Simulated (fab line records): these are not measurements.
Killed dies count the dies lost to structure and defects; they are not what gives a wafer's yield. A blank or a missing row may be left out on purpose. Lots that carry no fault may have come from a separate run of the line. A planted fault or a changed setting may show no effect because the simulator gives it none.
The tool behind it: which one? | flow sky130 | at 1 step of a route of 708, 12 lots with 36 wafers sampled

WHAT THE GAUGES READ, wafer by wafer
SKY_LOCAL_INTERCONNECT_CD_MEAS_11: the cd target is 170 nm.
lot  | measured     | on       | cdNm (nm)
L075 | day 30 17:30 | cdSem-01 | 170.7 171.7 171.5
L077 | day 31 13:13 | cdSem-02 | 170.6 171.6 170.6
L080 | day 32 09:07 | cdSem-02 | 171.7 173.0 170.7
L081 | day 33 00:40 | cdSem-02 | 170.2 169.1 169.7
L083 | day 33 15:24 | cdSem-01 | 169.3 168.4 169.6
L085 | day 34 01:01 | cdSem-02 | 169.3 169.5 168.1
L087 | day 34 16:40 | cdSem-01 | 168.4 170.4 168.6
L089 | day 35 09:58 | cdSem-01 | 169.2 170.0 169.3
L091 | day 36 00:32 | cdSem-01 | 170.9 170.7 171.5
L093 | day 36 14:32 | cdSem-02 | 172.6 171.9 171.7
L095 | day 37 07:25 | cdSem-02 | 171.6 172.2 171.0
L097 | day 37 14:25 | cdSem-02 | 170.3 170.5 169.0

WHAT TOOL EACH LOT RAN ON (gives the tool, then ch and the chambers of the sampled wafers, and finally the start)
The record holds no process step before these readings.

THE ANSWER, worked out from the rows above alone
Rule: what is usual is taken from the lots themselves. Put in order of their means at a reading, lots are off if they are a third of the lots or fewer, leave a main group of 4 or more, and stand apart from it by a gap of 3 or more times the standard deviation of the main group's means; of several such gaps the widest counts. A main group whose means are all the same, to the digits that the tables above print for the reading, isn't used. A lot without any number at a reading at which 4 lots or more have one is off too. Where the step has rows for the other lots, those lots are counted as sound.
Across all readings shown, no lot is off: no conclusion can be drawn from this.

WHAT WAS PUT IN BY THE SIMULATOR
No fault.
